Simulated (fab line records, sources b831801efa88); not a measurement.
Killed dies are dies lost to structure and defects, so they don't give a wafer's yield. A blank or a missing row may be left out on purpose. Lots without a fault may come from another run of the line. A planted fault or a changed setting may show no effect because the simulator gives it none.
Tool commonality check | flow gf180mcu | 13 lots, 39 wafers sampled

WHY IT WAS OPENED
At GF_VT_IMPLANT_TW_MEAS_32 the reading VT_IMPLANT_3_TW is flagged on 2 of 13 lots. Wafers without a fault read 273, standard deviation 4.1.
Rule: a lot is flagged when every wafer of it that has a number lies more than 4 standard deviations from that mean, or none has a number. The other lots count as sound.

lot  | measured     | on            | VT_IMPLANT_3_TW, wafer by wafer | flag
L663 | day 6 21:27  | film_metro-01 | 276 275 275                     |
L664 | day 7 04:26  | film_metro-03 | 270 270 270                     |
L665 | day 7 10:28  | film_metro-01 | 278 276 276                     |
L670 | day 8 17:46  | film_metro-01 | 31 31 31                        | FLAGGED
L671 | day 8 23:20  | film_metro-03 | 30 30 30                        | FLAGGED
L677 | day 10 14:50 | film_metro-01 | 275 276 278                     |
L678 | day 10 22:46 | film_metro-04 | 265 264 265                     |
L679 | day 11 02:49 | film_metro-01 | 274 275 276                     |
L680 | day 11 09:55 | film_metro-01 | 275 276 274                     |
L681 | day 11 17:35 | film_metro-01 | 276 275 275                     |
L682 | day 12 01:05 | film_metro-03 | 268 269 270                     |
L683 | day 12 08:08 | film_metro-01 | 275 275 275                     |
L686 | day 13 04:14 | film_metro-01 | 274 275 275                     |
The numbers of the flagged lots are 30 on average: -242 against the usual, or -59 standard deviations.

WHICH TOOL RAN EACH LOT
The record holds 2 process steps before the reading, out of a route of 602 steps. In each cell: the tool, then ch and the chambers that the sampled wafers went through, then the start.
lot  | flag    | GF_STI_CMP_25                | GF_VT_IMPLANT_DEVELOP_28
L663 |         | cmp-02 ch 1,3, day 2 04:16   | litho_track-04 ch 0, day 6 21:01
L664 |         | cmp-02 ch 1,2,3, day 2 09:19 | litho_track-03 ch 0, day 7 04:02
L665 |         | cmp-01 ch 0,1,2, day 2 14:24 | litho_track-03 ch 0, day 7 10:02
L670 | FLAGGED | cmp-01 ch 0,1,2, day 3 15:43 | litho_track-03 ch 0, day 8 17:20
L671 | FLAGGED | cmp-01 ch 0,2,3, day 3 20:52 | litho_track-03 ch 0, day 8 22:55
L677 |         | cmp-01 ch 2,3, day 5 03:18   | litho_track-04 ch 0, day 10 14:24
L678 |         | cmp-01 ch 0,2, day 5 09:28   | litho_track-02 ch 0, day 10 22:19
L679 |         | cmp-01 ch 1,2,3, day 5 14:07 | litho_track-02 ch 0, day 11 02:24
L680 |         | cmp-01 ch 0,1,2, day 5 18:23 | litho_track-02 ch 0, day 11 09:30
L681 |         | cmp-02 ch 1,2, day 6 01:16   | litho_track-04 ch 0, day 11 17:10
L682 |         | cmp-02 ch 2,3, day 6 04:50   | litho_track-03 ch 0, day 12 00:42
L683 |         | cmp-02 ch 0,1,2, day 6 11:01 | litho_track-04 ch 0, day 12 07:42
L686 |         | cmp-01 ch 0,1,3, day 7 03:13 | litho_track-04 ch 0, day 13 03:48
What these steps do:
- GF_STI_CMP_25: polishes, stops on Si3N4, t overpolish 33 s, target thk 524.6 nm.
- GF_VT_IMPLANT_DEVELOP_28: develop time 60 s.
- GF_VT_IMPLANT_TW_MEAS_32

FLAGGED OVER TOTAL, TOOL BY TOOL (the gauges that took the reading come last)
step                     | tool           | lots run | flagged | share of the flagged lots | sound lots run after its first flagged lot
GF_STI_CMP_25            | cmp-01         | 8        | 2       | all                       | 5 (L677,L678,L679,L680,L686)
GF_STI_CMP_25            | cmp-02         | 5        | 0       | none                      | -
GF_VT_IMPLANT_DEVELOP_28 | litho_track-02 | 3        | 0       | none                      | -
GF_VT_IMPLANT_DEVELOP_28 | litho_track-03 | 5        | 2       | all                       | 1 (L682)
GF_VT_IMPLANT_DEVELOP_28 | litho_track-04 | 5        | 0       | none                      | -
GF_VT_IMPLANT_TW_MEAS_32 | film_metro-01  | 9        | 1       | some                      | 6 (L677,L679,L680,L681,L683,L686)
GF_VT_IMPLANT_TW_MEAS_32 | film_metro-03  | 3        | 1       | some                      | 1 (L682)
GF_VT_IMPLANT_TW_MEAS_32 | film_metro-04  | 1        | 0       | none                      | -

WHAT THE TABLE ALLOWS
2 rows of the table ran every flagged lot: cmp-01 at GF_STI_CMP_25, litho_track-03 at GF_VT_IMPLANT_DEVELOP_28.
- cmp-01 at GF_STI_CMP_25: 2 of its 8 lots flagged. Sound lots ran on it after the first flagged one (L677, L678, L679, L680, L686), which a lasting fault on the whole tool wouldn't allow.
- litho_track-03 at GF_VT_IMPLANT_DEVELOP_28: 2 of its 5 lots flagged. Sound lots ran on it after the first flagged one (L682), which a lasting fault on the whole tool wouldn't allow.
No row of the table ran every flagged lot and no sound lot after the first.

WHAT THE SIMULATOR HAD PUT IN
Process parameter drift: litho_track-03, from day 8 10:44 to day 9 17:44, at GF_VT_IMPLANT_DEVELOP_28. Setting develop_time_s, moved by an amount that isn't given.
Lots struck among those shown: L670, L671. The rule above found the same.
